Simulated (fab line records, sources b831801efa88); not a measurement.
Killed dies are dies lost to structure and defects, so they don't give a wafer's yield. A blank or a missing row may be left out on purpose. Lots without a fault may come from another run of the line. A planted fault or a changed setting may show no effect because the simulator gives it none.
fab line records | flow gf180mcu
record lots=24 wafers=72 last_day=34
route steps=602 shown V3@447 M4@456 MIM@522 TOP_METAL@581
lots that met no fault: from a run of the same line without faults
start_h: hours from the record's first day to the start of the lot's first wafer shown | wait_h: hours since the lot's step before | " the same as in the row above | L1.1+2: a row that stands for several wafers | - no value, or no start given | * or withheld: withheld | < > ~ a bound
route shown NAME@n: a module of which the file shows steps, and the number in the route of the first | usual: mean/standard deviation of fault-free wafers | same: alike in all rows | chamber/n: place in a boat | sites: the reading at each site | _std_site: their standard deviation | _edge_site: outer sites' mean less inner sites' | radius_mm: how far each site lies from the wafer's centre | mask NAME#n: copy n | behind: the tool/chamber that last shaped the wafer | hold: why the lot was held/for how many hours/how that ended | device: the transistor (n, p or np) that didn't switch | end of line: the same wafers' tests at the end of the route | a step without rows: its recipe alone | killed: dies lost to structure and defects at the first sort, not the wafer's yield | map: a wafer's dies, x killed, . not, _ none there
set.NAME: the setting as run; set.NAME@STEP: as run at that earlier step | model.NAME: the simulator's own value behind a step, which no gauge read
steps of the route over a sample of lots; a table a step, a row a wafer
services: from which hour (start_h, from the record's first day; less than 0 if before it) a tool's chamber was out of use, for how many hours, and why
## steps
# step GF_V3_STRIP_18
# recipe chemistry=O2/N2 power_w=1400 pressure_mtorr=1500 platen_temp_c=250 o2_flow_sccm=3000 n2_flow_sccm=300 overash_fraction=0.5
# usual drypump_motor_current_A=5.4/0.57 heater_power_w=331/23 oes_product_au=0.592/0.005 platen_temp_c=250.01/0.19
# columns lot.wafer tool chamber start_h wait_h drypump_motor_current_A heater_power_w oes_product_au platen_temp_c rf_hours_counter_h
L074.1 plasma_asher-04 0 509.56 - 5.4 341 0.583 249.98 40
L074.2 " 1 " " 5.1 341 0.588 250.12 40
L074.3 " 0 " " 5.3 341 0.582 250.27 -
L075.1 plasma_asher-04 0 518.41 - 5.4 341 0.595 249.97 41
L075.2 " 1 " " 5.1 331 0.594 250.03 41
L075.5 " 0 " " 5.3 346 0.599 250.12 -
L076.1 plasma_asher-04 1 531.50 - 5.2 337 0.593 250.08 43
L076.4 " 0 " " 5.4 341 0.596 250.12 -
L076.5 " 0 " " 5.3 338 0.597 250.08 -
L077.1 plasma_asher-04 1 539.32 - 5.1 338 0.595 249.86 44
L077.2 " 0 " " 5.3 338 0.584 249.94 44
L077.6 " 1 " " 5.1 340 0.583 249.69 -
L078.1 plasma_asher-01 0 550.95 - 6.8 320 0.591 249.99 96
L078.3 " 1 " " 5.6 364 0.597 249.92 -
L078.6 " 1 " " 5.6 385 0.593 250.10 -
L079.2 plasma_asher-04 1 558.15 - 5.1 332 0.590 250.19 47
L079.4 " 1 " " 5.1 337 0.589 250.14 -
L079.5 " 0 " " 5.3 336 0.602 249.77 -
L080.1 plasma_asher-03 0 567.30 - 4.9 306 0.591 250.20 9
L080.5 " 1 " " 5.0 304 0.585 249.95 -
L080.6 " 0 " " 4.9 296 0.602 250.07 -
L081.3 plasma_asher-01 1 578.92 - 5.6 370 0.594 250.11 -
L081.4 " 0 " " 6.8 332 0.591 250.23 -
L081.5 " 1 " " 5.6 377 0.592 249.97 -
L082.2 plasma_asher-03 1 579.26 - 4.9 312 0.595 250.26 10
L082.4 " 1 " " 4.9 303 0.590 250.12 -
L082.5 " 0 " " 4.9 303 0.585 250.11 -
L083.2 plasma_asher-01 0 598.36 - 6.8 329 0.596 249.66 101
L083.5 " 0 " " 6.8 329 0.594 249.64 -
L083.6 " 1 " " 5.6 377 0.591 250.33 -
L084.2 plasma_asher-03 1 604.01 - 4.9 315 0.596 249.93 13
L084.5 " 1 " " 4.9 310 0.602 250.11 -
L084.6 " 0 " " 4.9 302 0.598 250.06 -
L085.1 plasma_asher-03 1 605.56 - 5.0 308 0.588 250.17 13
L085.4 " 0 " " 4.9 295 0.588 250.04 -
L085.6 " 1 " " 5.0 306 0.592 250.20 -
L086.1 plasma_asher-04 0 612.46 - 5.3 342 0.597 249.95 53
L086.2 " 1 " " 5.2 354 0.591 250.03 53
L086.3 " 1 " " 5.1 349 0.591 250.34 -
L087.3 plasma_asher-01 0 621.49 - 6.8 325 0.591 250.00 -
L087.4 " 1 " " 5.6 369 0.590 249.61 -
L087.6 " 0 " " 6.8 323 0.589 249.98 -
L088.1 plasma_asher-04 0 629.50 - 5.3 342 0.601 250.09 54
L088.4 " 1 " " 5.1 343 0.594 250.05 -
L088.6 " 1 " " 5.1 335 0.597 249.91 -
L089.1 plasma_asher-03 1 635.35 - 5.0 306 0.589 250.23 16
L089.4 " 1 " " 5.0 310 0.591 250.21 -
L089.6 " 0 " " 4.9 306 0.595 249.83 -
L090.4 plasma_asher-04 0 649.93 - 5.3 340 0.599 250.00 -
L090.5 " 0 " " 5.3 348 0.588 250.28 -
L090.6 " 1 " " 5.1 344 0.596 250.20 -
L091.1 plasma_asher-03 0 651.71 - 4.9 301 0.593 250.02 18
L091.4 " 0 " " 4.9 304 0.598 249.69 -
L091.6 " 1 " " 5.0 305 0.590 250.22 -
L092.1 plasma_asher-03 0 657.15 - 4.9 299 0.590 250.31 18
L092.3 " 1 " " 5.0 315 0.592 250.03 -
L092.5 " 0 " " 4.9 296 0.591 250.25 -
L093.3 plasma_asher-04 0 665.73 - 5.3 340 0.595 250.22 -
L093.4 " 1 " " 5.1 338 0.593 249.77 -
L093.5 " 0 " " 5.4 343 0.596 250.27 -
L094.3 plasma_asher-01 0 672.15 - 6.8 320 0.592 249.89 -
L094.5 " 1 " " 5.6 380 0.586 249.96 -
L094.6 " 0 " " 6.8 328 0.597 249.90 -
L095.1 plasma_asher-03 0 682.36 - 4.9 302 0.596 249.61 21
L095.3 " 1 " " 5.0 307 0.602 250.07 -
L095.6 " 1 " " 5.0 303 0.586 250.08 -
L096.2 plasma_asher-04 0 685.85 - 5.4 340 0.590 250.18 60
L096.3 " 0 " " 5.4 342 0.586 250.02 -
L096.5 " 0 " " 5.3 341 0.590 249.96 -
L097.1 plasma_asher-01 0 687.51 - 6.8 325 0.598 249.77 111
L097.5 " 0 " " 6.8 327 0.590 249.76 -
L097.6 " 1 " " 5.6 373 0.586 250.10 -
# step GF_V3_RS_MEAS_24
# recipe thk_meas_gauge=four-point-probe reads=W_of_V3_CVD_23+TiN_of_V3_SPUTTER_22+Ti_of_V3_SPUTTER_21
# usual V3_W_RS=0.328/0.0032
# columns lot.wafer tool chamber start_h wait_h V3_W_RS[ohm/sq]
L074.1 film_metro-03 - 510.34 0.1 0.327
L074.2 " - " " 0.326
L074.3 " - " " 0.325
L075.1 film_metro-01 - 519.16 0.1 0.333
L075.2 " - " " 0.328
L075.5 " - " " 0.332
L076.1 film_metro-01 - 532.25 0.1 0.324
L076.4 " - " " 0.323
L076.5 " - " " 0.326
L077.1 film_metro-04 - 540.09 0.1 0.326
L077.2 " - " " 0.322
L077.6 " - " " 0.321
L078.1 film_metro-03 - 551.70 0.1 0.329
L078.3 " - " " 0.327
L078.6 " - " " 0.327
L079.2 film_metro-01 - 558.92 0.1 0.324
L079.4 " - " " 0.325
L079.5 " - " " 0.327
L080.1 film_metro-03 - 568.39 0.1 0.327
L080.5 " - " " 0.330
L080.6 " - " " 0.332
L081.3 film_metro-01 - 579.72 0.1 0.333
L081.4 " - " " 0.328
L081.5 " - " " 0.329
L082.2 film_metro-03 - 580.06 0.1 0.327
L082.4 " - " " 0.326
L082.5 " - " " 0.328
L083.2 film_metro-04 - 599.48 0.1 0.332
L083.5 " - " " 0.332
L083.6 " - " " 0.332
L084.2 film_metro-03 - 604.77 0.1 0.323
L084.5 " - " " 0.325
L084.6 " - " " 0.325
L085.1 film_metro-04 - 606.30 0.1 0.327
L085.4 " - " " 0.327
L085.6 " - " " 0.332
L086.1 film_metro-01 - 613.21 0.1 0.328
L086.2 " - " " 0.326
L086.3 " - " " 0.332
L087.3 film_metro-04 - 622.24 0.1 0.330
L087.4 " - " " 0.331
L087.6 " - " " 0.332
L088.1 film_metro-04 - 630.25 0.1 0.336
L088.4 " - " " 0.331
L088.6 " - " " 0.334
L089.1 film_metro-03 - 636.11 0.1 0.330
L089.4 " - " " 0.330
L089.6 " - " " 0.331
L090.4 film_metro-01 - 650.77 0.1 0.328
L090.5 " - " " 0.328
L090.6 " - " " 0.331
L091.1 film_metro-01 - 652.54 0.1 0.326
L091.4 " - " " 0.331
L091.6 " - " " 0.331
L092.1 film_metro-04 - 657.97 0.1 0.328
L092.3 " - " " 0.327
L092.5 " - " " 0.330
L093.3 film_metro-03 - 666.60 0.1 0.324
L093.4 " - " " 0.327
L093.5 " - " " 0.325
L094.3 film_metro-01 - 672.91 0.1 0.329
L094.5 " - " " 0.331
L094.6 " - " " 0.329
L095.1 film_metro-04 - 683.10 0.1 0.329
L095.3 " - " " 0.326
L095.6 " - " " 0.330
L096.2 film_metro-03 - 686.62 0.1 0.326
L096.3 " - " " 0.327
L096.5 " - " " 0.325
L097.1 film_metro-04 - 688.26 0.1 0.327
L097.5 " - " " 0.334
L097.6 " - " " 0.325
# step GF_M4_SPUTTER_00
# recipe material=Ti target_thk_nm=37.5 arriving_ion_energy_ev=80 substrate_temp_c=200 chamber_pressure_pa=2 power_w=4000 time_s=150
# usual throttle_valve_pct=30.1/0.74
# columns lot.wafer tool chamber start_h wait_h throttle_valve_pct
L074.1 pvd_sputter-02 - 510.82 0.1 30.4
L074.2 " - " " 29.1
L074.3 " - " " 30.1
L075.1 pvd_sputter-01 - 519.64 0.2 30.4
L075.2 " - " " 30.1
L075.5 " - " " 30.7
L076.1 pvd_sputter-03 - 532.73 0.2 31.7
L076.4 " - " " 31.4
L076.5 " - " " 29.4
L077.1 pvd_sputter-01 - 540.57 0.1 30.4
L077.2 " - " " 30.0
L077.6 " - " " 30.6
L078.1 pvd_sputter-02 - 552.18 0.1 29.3
L078.3 " - " " 30.2
L078.6 " - " " 29.0
L079.2 pvd_sputter-01 - 559.38 0.2 30.0
L079.4 " - " " 30.4
L079.5 " - " " 29.1
L080.1 pvd_sputter-03 - 568.87 0.1 29.4
L080.5 " - " " 31.0
L080.6 " - " " 29.2
L081.3 pvd_sputter-01 - 580.17 0.1 30.6
L081.4 " - " " 29.7
L081.5 " - " " 30.2
L082.2 pvd_sputter-03 - 580.52 0.2 31.5
L082.4 " - " " 29.4
L082.5 " - " " 29.3
L083.2 pvd_sputter-02 - 599.94 0.1 29.0
L083.5 " - " " 29.3
L083.6 " - " " 29.1
L084.2 pvd_sputter-01 - 605.23 0.2 30.5
L084.5 " - " " 30.6
L084.6 " - " " 29.3
L085.1 pvd_sputter-02 - 606.78 0.1 30.4
L085.4 " - " " 30.3
L085.6 " - " " 29.1
L086.1 pvd_sputter-03 - 613.69 0.1 31.2
L086.2 " - " " 30.9
L086.3 " - " " 29.6
L087.3 pvd_sputter-03 - 622.68 0.2 31.3
L087.4 " - " " 29.9
L087.6 " - " " 31.3
L088.1 pvd_sputter-01 - 630.73 0.1 30.0
L088.4 " - " " 30.6
L088.6 " - " " 30.0
L089.1 pvd_sputter-01 - 636.59 0.2 30.4
L089.4 " - " " 29.5
L089.6 " - " " 29.6
L090.4 pvd_sputter-01 - 651.24 0.2 29.4
L090.5 " - " " 29.8
L090.6 " - " " 30.2
L091.1 pvd_sputter-01 - 653.02 0.1 29.6
L091.4 " - " " 30.1
L091.6 " - " " 30.0
L092.1 pvd_sputter-01 - 658.45 0.1 29.7
L092.3 " - " " 30.3
L092.5 " - " " 29.6
L093.3 pvd_sputter-02 - 667.04 0.1 30.2
L093.4 " - " " 29.2
L093.5 " - " " 29.0
L094.3 pvd_sputter-02 - 673.35 0.1 29.1
L094.5 " - " " 30.3
L094.6 " - " " 30.2
L095.1 pvd_sputter-03 - 683.58 0.1 29.4
L095.3 " - " " 30.9
L095.6 " - " " 29.1
L096.2 pvd_sputter-02 - 687.08 0.2 30.3
L096.3 " - " " 28.9
L096.5 " - " " 30.4
L097.1 pvd_sputter-01 - 688.74 0.1 30.1
L097.5 " - " " 30.3
L097.6 " - " " 29.2
# step GF_M4_RS_MEAS_05
# recipe thk_meas_gauge=four-point-probe reads=TiN_of_M4_SPUTTER_04+Ti_of_M4_SPUTTER_03+AlCu_of_M4_SPUTTER_02+TiN_of_M4_SPUTTER_01+Ti_of_M4_SPUTTER_00
# usual M4_ALCU_RS=0.0695/0.00063
# columns lot.wafer tool chamber start_h wait_h M4_ALCU_RS[ohm/sq]
L074.1 film_metro-01 - 511.06 0.0 0.0701
L074.2 " - " " 0.0700
L074.3 " - " " 0.0704
L075.1 film_metro-02 - 519.86 0.0 0.0700
L075.2 " - " " 0.0696
L075.5 " - " " 0.0697
L076.1 film_metro-01 - 532.95 0.0 0.0690
L076.4 " - " " 0.0686
L076.5 " - " " 0.0692
L077.1 film_metro-01 - 540.79 0.0 0.0688
L077.2 " - " " 0.0691
L077.6 " - " " 0.0686
L078.1 film_metro-01 - 552.42 0.0 0.0696
L078.3 " - " " 0.0695
L078.6 " - " " 0.0695
L079.2 film_metro-03 - 559.63 0.0 0.0692
L079.4 " - " " 0.0694
L079.5 " - " " 0.0698
L080.1 film_metro-02 - 569.09 0.0 0.0694
L080.5 " - " " 0.0695
L080.6 " - " " 0.0692
L081.3 film_metro-02 - 580.43 0.1 0.0704
L081.4 " - " " 0.0704
L081.5 " - " " 0.0702
L082.2 film_metro-01 - 580.77 0.0 0.0699
L082.4 " - " " 0.0700
L082.5 " - " " 0.0696
L083.2 film_metro-01 - 600.18 0.0 0.0707
L083.5 " - " " 0.0705
L083.6 " - " " 0.0710
L084.2 film_metro-01 - 605.48 0.0 0.0705
L084.5 " - " " 0.0701
L084.6 " - " " 0.0707
L085.1 film_metro-02 - 607.01 0.0 0.0689
L085.4 " - " " 0.0690
L085.6 " - " " 0.0698
L086.1 film_metro-01 - 613.94 0.0 0.0694
L086.2 " - " " 0.0695
L086.3 " - " " 0.0698
L087.3 film_metro-03 - 622.97 0.1 0.0692
L087.4 " - " " 0.0690
L087.6 " - " " 0.0688
L088.1 film_metro-03 - 630.95 0.0 0.0696
L088.4 " - " " 0.0690
L088.6 " - " " 0.0698
L089.1 film_metro-03 - 636.81 0.0 0.0700
L089.4 " - " " 0.0700
L089.6 " - " " 0.0700
L090.4 film_metro-02 - 651.47 0.1 0.0691
L090.5 " - " " 0.0694
L090.6 " - " " 0.0691
L091.1 film_metro-01 - 653.24 0.0 0.0694
L091.4 " - " " 0.0693
L091.6 " - " " 0.0690
L092.1 film_metro-03 - 658.67 0.0 0.0688
L092.3 " - " " 0.0691
L092.5 " - " " 0.0683
L093.3 film_metro-02 - 667.30 0.1 0.0700
L093.4 " - " " 0.0696
L093.5 " - " " 0.0697
L094.3 film_metro-02 - 673.61 0.1 0.0707
L094.5 " - " " 0.0704
L094.6 " - " " 0.0708
L095.1 film_metro-01 - 683.80 0.0 0.0692
L095.3 " - " " 0.0681
L095.6 " - " " 0.0687
L096.2 film_metro-01 - 687.32 0.0 0.0692
L096.3 " - " " 0.0689
L096.5 " - " " 0.0694
L097.1 film_metro-02 - 688.96 0.0 0.0701
L097.5 " - " " 0.0694
L097.6 " - " " 0.0692
# step GF_MIM_METAL_ETCH_19
# recipe chemistry=Cl2/BCl3 mask_material=NOVOLAK stop_on=Si3N4 target_depth_nm=324.5 pressure_mtorr=8 icp_w=800 bias_w=140 Cl2_flow_sccm=80 bcl3_flow_sccm=40 time_s=54.1
# usual drypump_motor_current_A=5.39/0.11 oes_product_au=0.938/0.0062 throttle_valve_pct=28.287/0.01
# columns lot.wafer tool chamber start_h wait_h drypump_motor_current_A oes_product_au rf_hours_counter_h throttle_valve_pct
L074.1 rie_metal-04 1 581.47 0.1 5.30 0.943 10 28.286
L074.2 " 0 " " 5.34 0.938 9 28.300
L074.3 " 0 " " 5.35 0.940 - 28.291
L075.1 rie_metal-01 0 588.87 0.1 5.26 0.944 11 28.278
L075.2 " 1 " " 5.39 0.940 10 28.270
L075.5 " 1 " " 5.39 0.943 - 28.293
L076.1 rie_metal-02 0 601.22 0.1 5.58 0.940 12 28.279
L076.4 " 1 " " 5.50 0.939 - 28.296
L076.5 " 0 " " 5.62 0.949 - 28.292
L077.1 rie_metal-02 1 607.57 0.1 5.52 0.925 1 28.264
L077.2 " 0 " " 5.60 0.926 12 28.293
L077.6 " 1 " " 5.49 0.924 - 28.295
L078.1 rie_metal-04 0 620.69 0.1 5.36 0.934 10 28.291
L078.3 " 1 " " 5.25 0.932 - 28.296
L078.6 " 0 " " 5.38 0.938 - 28.304
L079.2 rie_metal-02 1 627.30 0.1 5.50 0.938 - 28.284
L079.4 " 1 " " 5.50 0.942 - 28.288
L079.5 " 1 " " 5.50 0.937 - 28.286
L080.1 rie_metal-04 1 635.01 0.1 5.30 0.927 11 28.298
L080.5 " 0 " " 5.34 0.936 - 28.304
L080.6 " 1 " " 5.31 0.937 - 28.287
L082.2 rie_metal-01 1 646.12 0.1 5.42 0.932 11 28.298
L082.4 " 1 " " 5.41 0.941 - 28.290
L082.5 " 0 " " 5.28 0.942 - 28.289
L081.3 rie_metal-04 0 646.22 0.1 5.38 0.946 - 28.277
L081.4 " 1 " " 5.30 0.933 - 28.290
L081.5 " 1 " " 5.27 0.944 - 28.284
L083.2 rie_metal-04 0 661.39 0.1 5.35 0.946 - 28.296
L083.5 " 0 " " 5.34 0.935 - 28.291
L083.6 " 0 " " 5.33 0.932 - 28.290
L084.2 rie_metal-02 1 669.95 0.1 5.51 0.942 - 28.263
L084.5 " 1 " " 5.51 0.942 - 28.261
L084.6 " 1 " " 5.49 0.937 - 28.273
L085.1 rie_metal-01 1 670.19 0.1 5.43 0.932 13 28.305
L085.4 " 1 " " 5.42 0.939 - 28.282
L085.6 " 1 " " 5.43 0.934 - 28.292
L086.1 rie_metal-04 0 675.41 0.1 5.35 0.939 12 28.299
L086.2 " 0 " " 5.35 0.925 - 28.273
L086.3 " 0 " " 5.35 0.934 - 28.287
L087.3 rie_metal-02 1 684.66 0.1 5.48 0.935 - 28.283
L087.4 " 0 " " 5.57 0.931 - 28.284
L087.6 " 1 " " 5.49 0.926 - 28.286
L088.1 rie_metal-02 1 691.46 0.1 5.51 0.936 5 28.284
L088.4 " 0 " " 5.60 0.946 - 28.281
L088.6 " 0 " " 5.58 0.943 - 28.286
L089.1 rie_metal-01 0 699.02 0.1 5.24 0.935 1 28.292
L089.4 " 0 " " 5.25 0.946 - 28.280
L089.6 " 0 " " 5.25 0.937 - 28.290
L090.4 rie_metal-04 1 710.80 0.1 5.30 0.938 - 28.291
L090.5 " 1 " " 5.27 0.941 - 28.301
L090.6 " 0 " " 5.35 0.942 - 28.283
L091.1 rie_metal-04 1 712.16 0.1 5.25 0.945 2 28.292
L091.4 " 0 " " 5.33 0.937 - 28.281
L091.6 " 1 " " 5.26 0.934 - 28.271
L092.1 rie_metal-01 1 718.66 0.1 5.41 0.936 15 28.291
L092.3 " 0 " " 5.27 0.929 - 28.288
L092.5 " 1 " " 5.40 0.937 - 28.280
L093.3 rie_metal-01 0 725.50 0.1 5.26 0.941 - 28.281
L093.4 " 1 " " 5.39 0.951 - 28.304
L093.5 " 1 " " 5.39 0.930 - 28.289
L094.3 rie_metal-04 0 731.71 0.1 5.38 0.934 - 28.293
L094.5 " 0 " " 5.36 0.931 - 28.296
L094.6 " 1 " " 5.29 0.939 - 28.290
L095.1 rie_metal-01 0 742.46 0.1 5.26 0.934 2 28.276
L095.3 " 1 " " 5.41 0.947 - 28.288
L095.6 " 0 " " 5.26 0.939 - 28.277
L096.2 rie_metal-04 1 744.36 0.1 5.28 0.947 3 28.283
L096.3 " 0 " " 5.36 0.943 - 28.290
L096.5 " 1 " " 5.28 0.940 - 28.297
L097.1 rie_metal-02 0 746.36 0.1 5.62 0.938 4 28.285
L097.5 " 0 " " 5.62 0.936 - 28.301
L097.6 " 1 " " 5.50 0.932 - 28.292
# step GF_TOP_METAL_CD_MEAS_14
# recipe target_cd_nm=440
# usual cd_nm=440.4/2.3
# columns lot.wafer tool chamber start_h wait_h cd_nm
L074.1 cd_sem-02 - 647.02 0.1 443.6
L074.2 " - " " 444.7
L074.3 " - " " 443.6
L075.1 cd_sem-02 - 652.97 0.1 441.2
L075.2 " - " " 444.1
L075.5 " - " " 444.9
L076.1 cd_sem-02 - 664.99 0.1 439.8
L076.4 " - " " 439.4
L076.5 " - " " 438.3
L077.1 cd_sem-01 - 670.52 0.1 440.7
L077.2 " - " " 443.1
L077.6 " - " " 444.2
L078.1 cd_sem-02 - 681.44 0.1 437.9
L078.3 " - " " 438.7
L078.6 " - " " 442.1
L079.2 cd_sem-01 - 689.74 0.1 444.4
L079.4 " - " " 445.4
L079.5 " - " " 443.1
L080.1 cd_sem-02 - 696.62 0.1 441.5
L080.5 " - " " 438.9
L080.6 " - " " 439.6
L082.2 cd_sem-01 - 706.76 0.1 440.3
L082.4 " - " " 439.5
L082.5 " - " " 439.6
L081.3 cd_sem-01 - 707.25 0.2 441.2
L081.4 " - " " 440.7
L081.5 " - " " 440.0
L083.2 cd_sem-02 - 720.26 0.1 437.8
L083.5 " - " " 439.2
L083.6 " - " " 436.6
L084.2 cd_sem-02 - 727.51 0.1 442.0
L084.5 " - " " 441.0
L084.6 " - " " 441.6
L085.1 cd_sem-02 - 729.72 0.1 437.8
L085.4 " - " " 436.9
L085.6 " - " " 437.5
L086.1 cd_sem-01 - 732.77 0.1 437.2
L086.2 " - " " 437.0
L086.3 " - " " 438.3
L087.3 cd_sem-02 - 741.96 0.1 439.4
L087.4 " - " " 441.8
L087.6 " - " " 441.3
L088.1 cd_sem-01 - 749.32 0.1 442.0
L088.4 " - " " 441.2
L088.6 " - " " 442.7
L089.1 cd_sem-01 - 755.07 0.1 438.4
L089.4 " - " " 439.2
L089.6 " - " " 441.2
L090.4 cd_sem-02 - 765.08 0.1 436.5
L090.5 " - " " 438.9
L090.6 " - " " 437.8
L091.1 cd_sem-01 - 766.42 0.1 442.6
L091.4 " - " " 443.1
L091.6 " - " " 444.7
L092.1 cd_sem-01 - 771.67 0.1 437.3
L092.3 " - " " 439.4
L092.5 " - " " 438.0
L093.3 cd_sem-02 - 779.06 0.1 441.1
L093.4 " - " " 442.4
L093.5 " - " " 442.5
L094.3 cd_sem-01 - 783.98 0.1 440.3
L094.5 " - " " 442.4
L094.6 " - " " 441.3
L095.1 cd_sem-01 - 793.74 0.1 442.1
L095.3 " - " " 441.2
L095.6 " - " " 442.9
L096.2 cd_sem-01 - 795.99 0.1 442.7
L096.3 " - " " 441.7
L096.5 " - " " 443.3
L097.1 cd_sem-02 - 797.99 0.1 437.7
L097.5 " - " " 437.6
L097.6 " - " " 438.7
## services
# columns tool chamber start_h hours kind
rie_metal-04 0 508.50 3.6 repair
plasma_asher-01 - 537.65 8.9 pm
pvd_sputter-03 - 558.30 1.1 repair
rie_metal-02 1 560.45 22.8 repair
pvd_sputter-01 - 600.61 1.0 repair
plasma_asher-01 - 603.50 1.3 repair
plasma_asher-04 - 604.75 5.0 repair
rie_metal-02 0 626.05 9.4 repair
rie_metal-02 1 631.89 8.7 repair
rie_metal-02 0 636.70 1.4 repair
rie_metal-02 - 638.11 2.8 pm
rie_metal-04 - 642.94 0.4 repair
pvd_sputter-01 2 643.22 - consumable_replace:kit
pvd_sputter-01 2 643.22 18.0 scheduled_down
pvd_sputter-01 2 643.22 18.0 vent_cycle
rie_metal-02 - 650.63 1.4 pm
pvd_sputter-02 - 680.69 3.5 repair
pvd_sputter-02 - 691.43 0.7 repair
pvd_sputter-02 - 693.74 4.9 repair
plasma_asher-01 - 697.47 1.2 repair
plasma_asher-04 - 720.23 0.3 repair
rie_metal-02 1 733.53 11.5 repair
plasma_asher-01 - 733.75 9.0 pm
pvd_sputter-03 - 733.91 3.2 repair
## key
fault none
